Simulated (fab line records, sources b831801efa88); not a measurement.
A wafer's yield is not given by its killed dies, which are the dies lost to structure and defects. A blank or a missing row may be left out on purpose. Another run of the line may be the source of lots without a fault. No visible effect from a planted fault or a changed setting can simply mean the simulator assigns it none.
fab line records | flow sky130 | part 1 of 2: steps 1 to 25 of 35
record: lots: 5 | wafers: 15 | lastDay: 50
route steps=708 shown METAL2@506 VIA2@507 METAL3@532 CAPM@537
lots with no fault: from the same line, run without faults
startH: hours from the record's first day to the start of the lot's first wafer shown | waitH: time in hours since the lot's previous step | " repeats the value in the row above | L1.1+2: a row that stands for several wafers | - no value, or no start given | * or withheld: withheld | < > ~ a bound
route shown NAME@n: a module of which the file shows steps, and the number in the route of the first | usual: mean/standard deviation taken from wafers without a fault | same: alike in all rows | chamber/n: place in a boat | sites: per-site readings | _std_site: standard deviation across them | _edge_site: the outer-site mean with the inner-site mean subtracted | radiusMm: for every site, how far away it sits from the centre of the wafer | mask NAME#n: copy n | behind: tool/chamber where the wafer was last shaped | hold: why the lot went on hold/how many hours it stayed there/how the hold came to an end | device: which transistor (n, p or np) failed to switch | end of line: the tests these same wafers got at the end of their route | for a step that has no rows: nothing shown but its recipe | killed: the dies lost at the first sort to structure and to defects; this is not the yield of the wafer | map: shows each die of a wafer: x if killed, . if not, _ if none is there
set.NAME: the setting that was run; set.NAME@STEP: the one run at that earlier step | model.NAME: the simulator's own value behind a step, which no gauge read
certain route steps with their lots: each step a table, each wafer a row
services: the hour from which a tool's chamber was out of use, counted from the record's first day as startH (under 0 if before that day), plus the number of hours and why
== steps ==
step: SKY_METAL2_CLEAN_23
recipe: chemistry: O3/DIW | dry: n2Spin
lot.wafer  | tool        | chamber | startH | waitH
L079.1+2+3 | wetBench-02 | 2       | 854.37 | 0.0
L084.1+2+6 | wetBench-02 | 3       | 905.45 | 0.0
L091.1+5+6 | wetBench-03 | 3       | 942.65 | 0.0
L096.1+4+5 | wetBench-02 | 2       | 968.00 | 0.0
L097.2+4+5 | wetBench-02 | 0       | 978.13 | 0.0
step: SKY_VIA2_HDPCVD_00
recipe: material: SiO2 | targetThkNm: 1180 | sigmaOpenFrac: 0.3 | timeS: 196.7 | tempC: 400 | sih4FlowSccm: 60 | pressureMtorr: 6
usual: sih4FlowSccm: 59.99/0.18
lot.wafer | tool      | chamber | startH | waitH | sih4FlowSccm
L079.1    | hdpcvd-01 | 2       | 854.47 | 0.0   | 59.93
L079.2    | "         | 1       | "      | "     | 60.12
L079.3    | "         | 0       | "      | "     | 59.99
L084.1    | hdpcvd-01 | 1       | 905.54 | 0.0   | 60.10
L084.2    | "         | 0       | "      | "     | 59.88
L084.6    | "         | 2       | "      | "     | 59.95
L091.1    | hdpcvd-01 | 1       | 942.74 | 0.0   | 59.99
L091.5    | "         | 2       | "      | "     | 60.38
L091.6    | "         | 0       | "      | "     | 59.87
L096.1    | hdpcvd-01 | 0       | 968.10 | 0.0   | 59.99
L096.4    | "         | 1       | "      | "     | 60.31
L096.5    | "         | 0       | "      | "     | 59.95
L097.2    | hdpcvd-01 | 2       | 978.23 | 0.0   | 59.94
L097.4    | "         | 2       | "      | "     | 59.82
L097.5    | "         | 1       | "      | "     | 60.18
step: SKY_VIA2_THK_MEAS_01
recipe: reads: SiO2_of_VIA2_HDPCVD_00
usual: VIA2_HDPCVD_THK: 1180/10
lot.wafer | tool         | chamber | startH | waitH | VIA2_HDPCVD_THK[nm]
L079.1    | filmMetro-03 | -       | 854.59 | 0.1   | 1182
L079.2    | "            | -       | "      | "     | 1186
L079.3    | "            | -       | "      | "     | 1177
L084.1    | filmMetro-02 | -       | 905.67 | 0.1   | 1162
L084.2    | "            | -       | "      | "     | 1167
L084.6    | "            | -       | "      | "     | 1174
L091.1    | filmMetro-03 | -       | 942.87 | 0.1   | 1180
L091.5    | "            | -       | "      | "     | 1172
L091.6    | "            | -       | "      | "     | 1175
L096.1    | filmMetro-03 | -       | 968.23 | 0.1   | 1178
L096.4    | "            | -       | "      | "     | 1185
L096.5    | "            | -       | "      | "     | 1193
L097.2    | filmMetro-01 | -       | 978.36 | 0.1   | 1168
L097.4    | "            | -       | "      | "     | 1184
L097.5    | "            | -       | "      | "     | 1179
step: SKY_VIA2_CMP_02
recipe: material: SiO2 | downForcePsi: 4 | platenRpm: 60 | padVelocityMS: 0.94248
usual: motorCurrentA: 12.1/1.7 | platenRpm: 60.00/0.038
lot.wafer | tool   | chamber | startH | waitH | motorCurrentA | platenRpm
L079.3    | cmp-02 | 3       | 854.65 | 0.0   | 10.5          | 60.00
L079.2    | "      | 0       | "      | "     | 11.2          | 59.96
L079.1    | "      | 2       | "      | "     | 14.1          | 59.99
L084.1    | cmp-02 | 3       | 905.78 | 0.1   | 10.3          | 60.01
L084.2    | "      | 0       | "      | "     | 11.1          | 60.01
L084.6    | "      | 3       | "      | "     | 10.4          | 59.97
L091.1    | cmp-01 | 2       | 943.03 | 0.1   | 11.2          | 59.99
L091.5    | "      | 0       | "      | "     | 10.1          | 60.07
L091.6    | "      | 1       | "      | "     | 12.4          | 60.06
L096.1    | cmp-02 | 1       | 968.34 | 0.1   | 13.6          | 60.03
L096.4    | "      | 3       | "      | "     | 10.2          | 60.03
L096.5    | "      | 1       | "      | "     | 12.7          | 59.99
L097.2    | cmp-01 | 3       | 978.46 | 0.1   | 14.2          | 59.99
L097.4    | "      | 0       | "      | "     | 10.0          | 59.99
L097.5    | "      | 3       | "      | "     | 14.8          | 59.96
step: SKY_VIA2_BOW_MEAS_03
recipe: mode: bow
usual: VIA2_BOW: 88/7.1
lot.wafer | tool         | chamber | startH | waitH | VIA2_BOW[um]
L079.1    | filmMetro-01 | -       | 854.95 | 0.1   | 77
L079.2    | "            | -       | "      | "     | 90
L079.3    | "            | -       | "      | "     | 100
L084.1    | filmMetro-03 | -       | 906.03 | 0.2   | 91
L084.2    | "            | -       | "      | "     | 91
L084.6    | "            | -       | "      | "     | 96
L091.1    | filmMetro-02 | -       | 943.23 | 0.1   | 91
L091.5    | "            | -       | "      | "     | 82
L091.6    | "            | -       | "      | "     | 89
L096.1    | filmMetro-02 | -       | 968.59 | 0.2   | 85
L096.4    | "            | -       | "      | "     | 91
L096.5    | "            | -       | "      | "     | 92
L097.2    | filmMetro-01 | -       | 978.73 | 0.2   | 90
L097.4    | "            | -       | "      | "     | 100
L097.5    | "            | -       | "      | "     | 88
step: SKY_VIA2_DEHYDRATE_04
recipe: tempC: 200 | timeS: 60
usual: chillPlateTempC: 22.99/0.11 | plateTempC: 199.99/0.15
lot.wafer | tool          | chamber | startH | waitH | chillPlateTempC | plateTempC
L079.1    | lithoTrack-02 | 0       | 868.11 | 13.1  | 22.96           | 199.96
L079.2    | "             | 0       | "      | "     | 23.11           | 199.67
L079.3    | "             | 0       | "      | "     | 22.86           | 200.07
L084.1    | lithoTrack-03 | 0       | 918.14 | 12.1  | 23.03           | 199.78
L084.2    | "             | 0       | "      | "     | 23.05           | 200.11
L084.6    | "             | 0       | "      | "     | 22.89           | 199.84
L091.1    | lithoTrack-04 | 0       | 954.07 | 10.8  | 23.01           | 199.93
L091.5    | "             | 0       | "      | "     | 22.94           | 200.09
L091.6    | "             | 0       | "      | "     | 22.92           | 200.13
L096.1    | lithoTrack-04 | 0       | 979.62 | 11.0  | 23.08           | 199.92
L096.4    | "             | 0       | "      | "     | 23.13           | 199.69
L096.5    | "             | 0       | "      | "     | 23.23           | 200.23
L097.2    | lithoTrack-03 | 0       | 990.41 | 11.7  | 22.97           | 199.71
L097.4    | "             | 0       | "      | "     | 23.01           | 199.78
L097.5    | "             | 0       | "      | "     | 23.02           | 199.84
step: SKY_VIA2_HMDS_05
recipe: primeTimeS: 60 | primeTempC: 120
usual: chillPlateTempC: 22.98/0.11
lot.wafer | tool          | chamber | startH | waitH | chillPlateTempC
L079.1    | lithoTrack-02 | 0       | 868.26 | 0.1   | 23.14
L079.2    | "             | 0       | "      | "     | 22.96
L079.3    | "             | 0       | "      | "     | 23.16
L084.1    | lithoTrack-03 | 0       | 918.29 | 0.1   | 22.92
L084.2    | "             | 0       | "      | "     | 23.10
L084.6    | "             | 0       | "      | "     | 22.85
L091.1    | lithoTrack-04 | 0       | 954.22 | 0.1   | 23.06
L091.5    | "             | 0       | "      | "     | 22.99
L091.6    | "             | 0       | "      | "     | 22.89
L096.1    | lithoTrack-04 | 0       | 979.77 | 0.1   | 22.93
L096.4    | "             | 0       | "      | "     | 22.78
L096.5    | "             | 0       | "      | "     | 23.01
L097.2    | lithoTrack-03 | 0       | 990.56 | 0.1   | 22.99
L097.4    | "             | 0       | "      | "     | 23.15
L097.5    | "             | 0       | "      | "     | 23.02
step: SKY_VIA2_COAT_06
recipe: resist: BARC | tempC: withheld | timeS: withheld | spinRpm: 3000 | resistThkNm: 60
usual: chillPlateTempC: *
lot.wafer | tool          | chamber | startH | waitH | chillPlateTempC
L079.1    | lithoTrack-02 | 0       | 868.41 | 0.1   | *
L079.2    | "             | 0       | "      | "     | *
L079.3    | "             | 0       | "      | "     | *
L084.1    | lithoTrack-03 | 0       | 918.44 | 0.1   | *
L084.2    | "             | 0       | "      | "     | *
L084.6    | "             | 0       | "      | "     | *
L091.1    | lithoTrack-04 | 0       | 954.37 | 0.1   | *
L091.5    | "             | 0       | "      | "     | *
L091.6    | "             | 0       | "      | "     | *
L096.1    | lithoTrack-04 | 0       | 979.92 | 0.1   | *
L096.4    | "             | 0       | "      | "     | *
L096.5    | "             | 0       | "      | "     | *
L097.2    | lithoTrack-03 | 0       | 990.71 | 0.1   | *
L097.4    | "             | 0       | "      | "     | *
L097.5    | "             | 0       | "      | "     | *
step: SKY_VIA2_COAT_07
recipe: resist: KrF-thick | spinRpm: 3000 | resistThkNm: 450
usual: chillPlateTempC: 22.99/0.1
lot.wafer | tool          | chamber | startH | waitH | chillPlateTempC
L079.1    | lithoTrack-02 | 0       | -      | -     | 22.99
L079.2    | "             | 0       | "      | "     | 22.96
L079.3    | "             | 0       | "      | "     | 22.94
L084.1    | lithoTrack-03 | 0       | -      | -     | 22.71
L084.2    | "             | 0       | "      | "     | 23.04
L084.6    | "             | 0       | "      | "     | 22.91
L091.1    | lithoTrack-04 | 0       | -      | -     | 22.95
L091.5    | "             | 0       | "      | "     | 22.88
L091.6    | "             | 0       | "      | "     | 23.06
L096.1    | lithoTrack-04 | 0       | -      | -     | 23.06
L096.4    | "             | 0       | "      | "     | 22.94
L096.5    | "             | 0       | "      | "     | 22.92
L097.2    | lithoTrack-03 | 0       | -      | -     | 22.86
L097.4    | "             | 0       | "      | "     | 22.83
L097.5    | "             | 0       | "      | "     | 22.91
step: SKY_VIA2_SOFTBAKE_08
recipe: tempC: 100 | timeS: 90 | resist: KrF-thick
usual: chillPlateTempC: 23.00/0.12 | plateTempC: 100.02/0.11
lot.wafer | tool          | chamber | startH | waitH | chillPlateTempC | plateTempC
L079.1    | lithoTrack-02 | 0       | -      | -     | 23.10           | 99.86
L079.2    | "             | 0       | "      | "     | 22.99           | 99.95
L079.3    | "             | 0       | "      | "     | 23.25           | 99.92
L084.1    | lithoTrack-03 | 0       | -      | -     | 23.13           | 100.21
L084.2    | "             | 0       | "      | "     | 23.15           | 100.17
L084.6    | "             | 0       | "      | "     | 23.01           | 100.09
L091.1    | lithoTrack-04 | 0       | -      | -     | 22.97           | 99.97
L091.5    | "             | 0       | "      | "     | 23.05           | 99.91
L091.6    | "             | 0       | "      | "     | 22.99           | 99.79
L096.1    | lithoTrack-04 | 0       | -      | -     | 22.93           | 99.94
L096.4    | "             | 0       | "      | "     | 22.89           | 99.86
L096.5    | "             | 0       | "      | "     | 22.84           | 99.97
L097.2    | lithoTrack-03 | 0       | -      | -     | 23.18           | 100.14
L097.4    | "             | 0       | "      | "     | 23.18           | 100.00
L097.5    | "             | 0       | "      | "     | 23.21           | 100.12
step: SKY_VIA2_EXPOSE_09
recipe: maskId: VIM2 | na: 0.8 | sourceShape: annular | sigmaInner: 0.55 | sigmaOuter: 0.85 | targetCdNm: 200 | doseMj: 38
same: sigmaInner: 0.55
lot.wafer  | tool          | chamber | startH | waitH | mask
L079.1+2+3 | krfScanner-01 | 0       | -      | -     | VIM2#0
L084.1+2+6 | krfScanner-02 | 0       | -      | -     | VIM2#0
L091.1+5+6 | krfScanner-01 | 0       | -      | -     | VIM2#0
L096.1+4+5 | krfScanner-02 | 0       | -      | -     | VIM2#0
L097.2+4+5 | krfScanner-01 | 0       | -      | -     | VIM2#0
step: SKY_VIA2_PEB_10
recipe: pebTempC: withheld | pebTimeS: withheld | resist: KrF-thick
usual: chillPlateTempC: *
lot.wafer | tool          | chamber | startH | waitH | chillPlateTempC
L079.1    | lithoTrack-04 | 0       | -      | -     | *
L079.2    | "             | 0       | "      | "     | *
L079.3    | "             | 0       | "      | "     | *
L084.1    | lithoTrack-03 | 0       | -      | -     | *
L084.2    | "             | 0       | "      | "     | *
L084.6    | "             | 0       | "      | "     | *
L091.1    | lithoTrack-04 | 0       | -      | -     | *
L091.5    | "             | 0       | "      | "     | *
L091.6    | "             | 0       | "      | "     | *
L096.1    | lithoTrack-03 | 0       | -      | -     | *
L096.4    | "             | 0       | "      | "     | *
L096.5    | "             | 0       | "      | "     | *
L097.2    | lithoTrack-03 | 0       | -      | -     | *
L097.4    | "             | 0       | "      | "     | *
L097.5    | "             | 0       | "      | "     | *
step: SKY_VIA2_DEVELOP_11
recipe: developTimeS: 60 | resist: KrF-thick | devTempC: 21
usual: chillPlateTempC: 23.00/0.11
same: developTimeS: 60
lot.wafer | tool          | chamber | startH | waitH | chillPlateTempC
L079.1    | lithoTrack-04 | 0       | -      | -     | 23.00
L079.2    | "             | 0       | "      | "     | 23.06
L079.3    | "             | 0       | "      | "     | 23.13
L084.1    | lithoTrack-03 | 0       | -      | -     | 23.09
L084.2    | "             | 0       | "      | "     | 22.91
L084.6    | "             | 0       | "      | "     | 23.07
L091.1    | lithoTrack-04 | 0       | -      | -     | 22.97
L091.5    | "             | 0       | "      | "     | 23.18
L091.6    | "             | 0       | "      | "     | 23.05
L096.1    | lithoTrack-03 | 0       | -      | -     | 23.04
L096.4    | "             | 0       | "      | "     | 23.18
L096.5    | "             | 0       | "      | "     | 23.10
L097.2    | lithoTrack-03 | 0       | -      | -     | 23.09
L097.4    | "             | 0       | "      | "     | 22.90
L097.5    | "             | 0       | "      | "     | 23.02
step: SKY_VIA2_CD_MEAS_12
recipe: targetCdNm: 200
usual: cdNm: 200.1/1.4
lot.wafer | tool     | chamber | startH  | waitH | cdNm
L079.1    | cdSem-02 | -       | 880.77  | -     | 200.9
L079.2    | "        | -       | "       | "     | 199.4
L079.3    | "        | -       | "       | "     | 199.0
L084.1    | cdSem-02 | -       | 930.74  | -     | 197.3
L084.2    | "        | -       | "       | "     | 197.6
L084.6    | "        | -       | "       | "     | 198.7
L091.1    | cdSem-02 | -       | 967.12  | -     | 198.9
L091.5    | "        | -       | "       | "     | 198.1
L091.6    | "        | -       | "       | "     | 200.8
L096.1    | cdSem-01 | -       | 992.94  | -     | 199.7
L096.4    | "        | -       | "       | "     | 200.8
L096.5    | "        | -       | "       | "     | 200.7
L097.2    | cdSem-01 | -       | 1002.56 | -     | 202.7
L097.4    | "        | -       | "       | "     | 202.4
L097.5    | "        | -       | "       | "     | 203.6
step: SKY_VIA2_OVL_MEAS_13
usual: VIA2_OVL: 3/4.3
lot.wafer | tool       | chamber | startH  | waitH | VIA2_OVL[nm]
L079.1    | overlay-02 | -       | 880.89  | 0.1   | 8
L079.2    | "          | -       | "       | "     | 4
L079.3    | "          | -       | "       | "     | 12
L084.1    | overlay-02 | -       | 930.86  | 0.1   | 1
L084.2    | "          | -       | "       | "     | 7
L084.6    | "          | -       | "       | "     | -1
L091.1    | overlay-01 | -       | 967.24  | 0.1   | 2
L091.5    | "          | -       | "       | "     | 4
L091.6    | "          | -       | "       | "     | 6
L096.1    | overlay-01 | -       | 993.06  | 0.1   | 1
L096.4    | "          | -       | "       | "     | 1
L096.5    | "          | -       | "       | "     | 3
L097.2    | overlay-02 | -       | 1002.66 | 0.1   | 3
L097.4    | "          | -       | "       | "     | 1
L097.5    | "          | -       | "       | "     | -1
step: SKY_VIA2_ETCH_14
recipe: chemistry: N2/H2 | target: BARC | ionEnergyEv: 200 | sourceW: 500 | biasW: 100 | pressureMtorr: 30 | n2FlowSccm: 100 | h2FlowSccm: 200 | stopOn: SiO2 | timeS: 45.9 | targetDepthA: 600
usual: drypumpMotorCurrentA: 5.7/0.49 | oesProductAu: 0.855/0.0053 | throttleValvePct: 13.226/0.0084
lot.wafer | tool       | chamber | startH  | waitH | drypumpMotorCurrentA | oesProductAu | rfHoursCounterH | throttleValvePct
L079.1    | rieDiel-03 | 2       | 880.93  | 0.0   | 5.5                  | 0.859        | 3               | 13.216
L079.2    | "          | 0       | "       | "     | 5.4                  | 0.856        | 24              | 13.246
L079.3    | "          | 3       | "       | "     | 5.6                  | 0.863        | 2               | 13.226
L084.1    | rieDiel-04 | 2       | 930.89  | 0.0   | 5.5                  | 0.852        | 12              | 13.220
L084.2    | "          | 1       | "       | "     | 5.5                  | 0.854        | 8               | 13.224
L084.6    | "          | 1       | "       | "     | 5.4                  | 0.856        | -               | 13.226
L091.1    | rieDiel-03 | 0       | 967.28  | 0.0   | 5.4                  | 0.859        | 25              | 13.224
L091.5    | "          | 1       | "       | "     | 6.3                  | 0.856        | -               | 13.223
L091.6    | "          | 2       | "       | "     | 5.5                  | 0.856        | -               | 13.226
L096.1    | rieDiel-03 | 1       | 993.09  | 0.0   | 6.3                  | 0.853        | 8               | 13.217
L096.4    | "          | 1       | "       | "     | 6.3                  | 0.847        | -               | 13.227
L096.5    | "          | 2       | "       | "     | 5.4                  | 0.857        | -               | 13.222
L097.2    | rieDiel-01 | 3       | 1002.69 | 0.0   | 5.9                  | 0.855        | 13              | 13.220
L097.4    | "          | 0       | "       | "     | 4.8                  | 0.858        | 11              | 13.234
L097.5    | "          | 0       | "       | "     | 4.8                  | 0.845        | -               | 13.225
step: SKY_VIA2_ETCH_15
recipe: target: SiO2 | chemistry: C4F8/O2/Ar | targetDepthNm: 546 | stopOn: TiN | maskMaterial: KrF-thick | sourceW: 1500 | biasW: 1200 | pressureMtorr: 40 | c4f8FlowSccm: withheld | O2_flow_sccm: 6 | Ar_flow_sccm: 300 | timeS: 84
usual: oesProductAu: 0.939/0.0051
lot.wafer | tool       | chamber | startH  | waitH | oesProductAu | rfHoursCounterH
L079.1    | rieDiel-03 | 2       | 880.97  | 0.0   | 0.940        | 3
L079.2    | "          | 0       | "       | "     | 0.946        | 24
L079.3    | "          | 3       | "       | "     | 0.946        | 2
L084.1    | rieDiel-04 | 2       | 930.94  | 0.0   | 0.939        | 12
L084.2    | "          | 1       | "       | "     | 0.931        | 8
L084.6    | "          | 1       | "       | "     | 0.940        | -
L091.1    | rieDiel-03 | 0       | 967.32  | 0.0   | 0.928        | 25
L091.5    | "          | 1       | "       | "     | 0.937        | -
L091.6    | "          | 2       | "       | "     | 0.937        | -
L096.1    | rieDiel-03 | 1       | 993.14  | 0.0   | 0.938        | 8
L096.4    | "          | 1       | "       | "     | 0.928        | -
L096.5    | "          | 2       | "       | "     | 0.943        | -
L097.2    | rieDiel-01 | 3       | 1002.74 | 0.0   | 0.950        | 13
L097.4    | "          | 0       | "       | "     | 0.944        | 11
L097.5    | "          | 0       | "       | "     | 0.949        | -
step: SKY_VIA2_STRIP_16
recipe: chemistry: O2/N2 | powerW: 1400 | pressureMtorr: 1500 | platenTempC: withheld | o2FlowSccm: 3000 | n2FlowSccm: 300 | overashFraction: 0.5
usual: drypumpMotorCurrentA: 5.8/0.46 | o2FlowSccm: 3000/8.7 | oesProductAu: 0.398/0.0042 | stripTimeToEndpointS: 4.046/0.021
lot.wafer | tool           | chamber | startH  | waitH | drypumpMotorCurrentA | o2FlowSccm | oesProductAu | rfHoursCounterH | stripTimeToEndpointS
L079.1    | plasmaAsher-01 | 0       | 881.03  | 0.0   | 5.6                  | 2989       | 0.401        | 12              | 4.041
L079.2    | "              | 1       | "       | "     | 6.0                  | 2991       | 0.396        | 12              | 4.072
L079.3    | "              | 1       | "       | "     | 6.0                  | 2986       | 0.394        | -               | 4.054
L084.1    | plasmaAsher-01 | 0       | 931.00  | 0.0   | 5.6                  | 3004       | 0.399        | 17              | 4.064
L084.2    | "              | 1       | "       | "     | 6.1                  | 3010       | 0.399        | 17              | 4.062
L084.6    | "              | 0       | "       | "     | 5.5                  | 3012       | 0.396        | -               | 4.092
L091.1    | plasmaAsher-04 | 1       | 967.38  | 0.0   | 5.8                  | 3005       | 0.396        | 116             | 4.070
L091.5    | "              | 0       | "       | "     | 5.3                  | 3011       | 0.398        | -               | 4.045
L091.6    | "              | 1       | "       | "     | 5.8                  | 2991       | 0.402        | -               | 4.057
L096.1    | plasmaAsher-01 | 0       | 993.20  | 0.0   | 5.6                  | 2996       | 0.399        | 23              | 4.015
L096.4    | "              | 1       | "       | "     | 6.0                  | 2991       | 0.403        | -               | 4.045
L096.5    | "              | 0       | "       | "     | 5.5                  | 3003       | 0.396        | -               | 4.040
L097.2    | plasmaAsher-03 | 0       | 1002.80 | 0.0   | 5.4                  | 2986       | 0.395        | 84              | 4.031
L097.4    | "              | 0       | "       | "     | 5.4                  | 2987       | 0.392        | -               | 4.007
L097.5    | "              | 0       | "       | "     | 5.4                  | 3003       | 0.396        | -               | 4.017
step: SKY_VIA2_STRIP_17
recipe: chemistry: postEtchResidueRemover | timeS: 1200 | tempC: 72.5
usual: bathHeatDutyPct: 15.8/1.8
lot.wafer | tool        | chamber | startH  | waitH | bathHeatDutyPct
L079.1    | wetBench-04 | 0       | 881.13  | 0.1   | 17.6
L079.2    | "           | 0       | "       | "     | 16.1
L079.3    | "           | 0       | "       | "     | 16.3
L084.1    | wetBench-04 | 0       | 931.10  | 0.1   | 17.9
L084.2    | "           | 0       | "       | "     | 18.2
L084.6    | "           | 0       | "       | "     | 17.9
L091.1    | wetBench-03 | 1       | 967.48  | 0.1   | 15.0
L091.5    | "           | 1       | "       | "     | 15.2
L091.6    | "           | 1       | "       | "     | 15.3
L096.1    | wetBench-02 | 0       | 993.30  | 0.1   | 12.7
L096.4    | "           | 0       | "       | "     | 14.2
L096.5    | "           | 0       | "       | "     | 14.9
L097.2    | wetBench-04 | 0       | 1002.91 | 0.1   | 17.5
L097.4    | "           | 0       | "       | "     | 18.1
L097.5    | "           | 0       | "       | "     | 18.5
step: SKY_VIA2_CLEAN_18
recipe: chemistry: IPA | timeS: 180 | tempC: 25
usual: bathHeatDutyPct: 6.5/0.74
lot.wafer | tool        | chamber | startH  | waitH | bathHeatDutyPct
L079.1    | wetBench-02 | 2       | 881.47  | 0.0   | 8.0
L079.2    | "           | 2       | "       | "     | 6.8
L079.3    | "           | 2       | "       | "     | 7.0
L084.1    | wetBench-04 | 2       | 931.44  | 0.0   | 6.7
L084.2    | "           | 2       | "       | "     | 7.3
L084.6    | "           | 2       | "       | "     | 7.6
L091.1    | wetBench-02 | 0       | 968.23  | 0.0   | 7.0
L091.5    | "           | 0       | "       | "     | 5.9
L091.6    | "           | 0       | "       | "     | 5.6
L096.1    | wetBench-02 | 1       | 993.64  | 0.0   | 6.7
L096.4    | "           | 1       | "       | "     | 6.0
L096.5    | "           | 1       | "       | "     | 5.4
L097.2    | wetBench-02 | 3       | 1003.28 | 0.0   | 6.5
L097.4    | "           | 3       | "       | "     | 5.9
L097.5    | "           | 3       | "       | "     | 6.4
step: SKY_VIA2_CLEAN_19
recipe: chemistry: O3/DIW | dry: n2Spin
lot.wafer  | tool        | chamber | startH  | waitH
L079.1+2+3 | wetBench-03 | 2       | 881.54  | 0.0
L084.1+2+6 | wetBench-04 | 1       | 931.50  | 0.0
L091.1+5+6 | wetBench-04 | 2       | 968.29  | 0.0
L096.1+4+5 | wetBench-03 | 0       | 993.70  | 0.0
L097.2+4+5 | wetBench-03 | 3       | 1003.34 | 0.0
step: SKY_VIA2_SPUTTER_20
recipe: material: TiN | targetThkNm: 20 | chamberPressurePa: 5 | powerW: 4000 | timeS: 80
usual: throttleValvePct: 30.0/0.96
lot.wafer | tool          | chamber | startH  | waitH | throttleValvePct
L079.1    | pvdSputter-02 | -       | 881.65  | 0.0   | 29.6
L079.2    | "             | -       | "       | "     | 28.2
L079.3    | "             | -       | "       | "     | 30.2
L084.1    | pvdSputter-03 | -       | 931.59  | 0.0   | 30.7
L084.2    | "             | -       | "       | "     | 30.4
L084.6    | "             | -       | "       | "     | 30.5
L091.1    | pvdSputter-01 | -       | 968.38  | 0.0   | 29.9
L091.5    | "             | -       | "       | "     | 30.3
L091.6    | "             | -       | "       | "     | 29.9
L096.1    | pvdSputter-01 | -       | 993.79  | 0.0   | 30.7
L096.4    | "             | -       | "       | "     | 30.3
L096.5    | "             | -       | "       | "     | 29.4
L097.2    | pvdSputter-02 | -       | 1003.52 | 0.0   | 30.1
L097.4    | "             | -       | "       | "     | 30.8
L097.5    | "             | -       | "       | "     | 28.3
step: SKY_VIA2_CVD_21
recipe: material: W | targetThkNm: 420 | timeS: 126.4 | tempC: 400 | pressureTorr: 40
usual: heaterPowerW: 859/44
lot.wafer | tool    | chamber | startH  | waitH | heaterPowerW
L079.1    | cvdW-01 | 0       | 881.71  | 0.0   | 829
L079.2    | "       | 1       | "       | "     | 932
L079.3    | "       | 0       | "       | "     | 797
L084.1    | cvdW-02 | 1       | 931.65  | 0.0   | 799
L084.2    | "       | 0       | "       | "     | 900
L084.6    | "       | 0       | "       | "     | 854
L091.1    | cvdW-02 | 1       | 968.45  | 0.0   | 813
L091.5    | "       | 0       | "       | "     | 863
L091.6    | "       | 1       | "       | "     | 781
L096.1    | cvdW-01 | 1       | 993.85  | 0.0   | 923
L096.4    | "       | 0       | "       | "     | 825
L096.5    | "       | 1       | "       | "     | 906
L097.2    | cvdW-02 | 1       | 1003.58 | 0.0   | 807
L097.4    | "       | 0       | "       | "     | 892
L097.5    | "       | 0       | "       | "     | 892
step: SKY_VIA2_RS_MEAS_22
recipe: thkMeasGauge: four-point-probe | reads: W_of_VIA2_CVD_21+TiN_of_VIA2_SPUTTER_20
usual: VIA2_W_RS: 0.2739/0.0026
lot.wafer | tool         | chamber | startH  | waitH | VIA2_W_RS[ohm/sq]
L079.1    | filmMetro-01 | -       | 881.84  | 0.1   | 0.2746
L079.2    | "            | -       | "       | "     | 0.2736
L079.3    | "            | -       | "       | "     | 0.2770
L084.1    | filmMetro-01 | -       | 931.78  | 0.1   | 0.2714
L084.2    | "            | -       | "       | "     | 0.2699
L084.6    | "            | -       | "       | "     | 0.2672
L091.1    | filmMetro-01 | -       | 968.58  | 0.1   | 0.2703
L091.5    | "            | -       | "       | "     | 0.2665
L091.6    | "            | -       | "       | "     | 0.2685
L096.1    | filmMetro-02 | -       | 993.98  | 0.1   | 0.2772
L096.4    | "            | -       | "       | "     | 0.2745
L096.5    | "            | -       | "       | "     | 0.2772
L097.2    | filmMetro-01 | -       | 1003.73 | 0.1   | 0.2756
L097.4    | "            | -       | "       | "     | 0.2718
L097.5    | "            | -       | "       | "     | 0.2770
step: SKY_VIA2_THK_MEAS_23
recipe: thkMeasGauge: xrf | reads: W_of_VIA2_CVD_21
usual: VIA2_W_THK: 423/7
lot.wafer | tool         | chamber | startH  | waitH | VIA2_W_THK[nm]
L079.1    | filmMetro-01 | -       | 881.96  | 0.1   | 422
L079.2    | "            | -       | "       | "     | 426
L079.3    | "            | -       | "       | "     | 423
L084.1    | filmMetro-01 | -       | 931.90  | 0.1   | 427
L084.2    | "            | -       | "       | "     | 432
L084.6    | "            | -       | "       | "     | 435
L091.1    | filmMetro-01 | -       | 968.70  | 0.1   | 425
L091.5    | "            | -       | "       | "     | 434
L091.6    | "            | -       | "       | "     | 431
L096.1    | filmMetro-02 | -       | 994.10  | 0.1   | 418
L096.4    | "            | -       | "       | "     | 421
L096.5    | "            | -       | "       | "     | 414
L097.2    | filmMetro-01 | -       | 1003.84 | 0.1   | 430
L097.4    | "            | -       | "       | "     | 434
L097.5    | "            | -       | "       | "     | 426
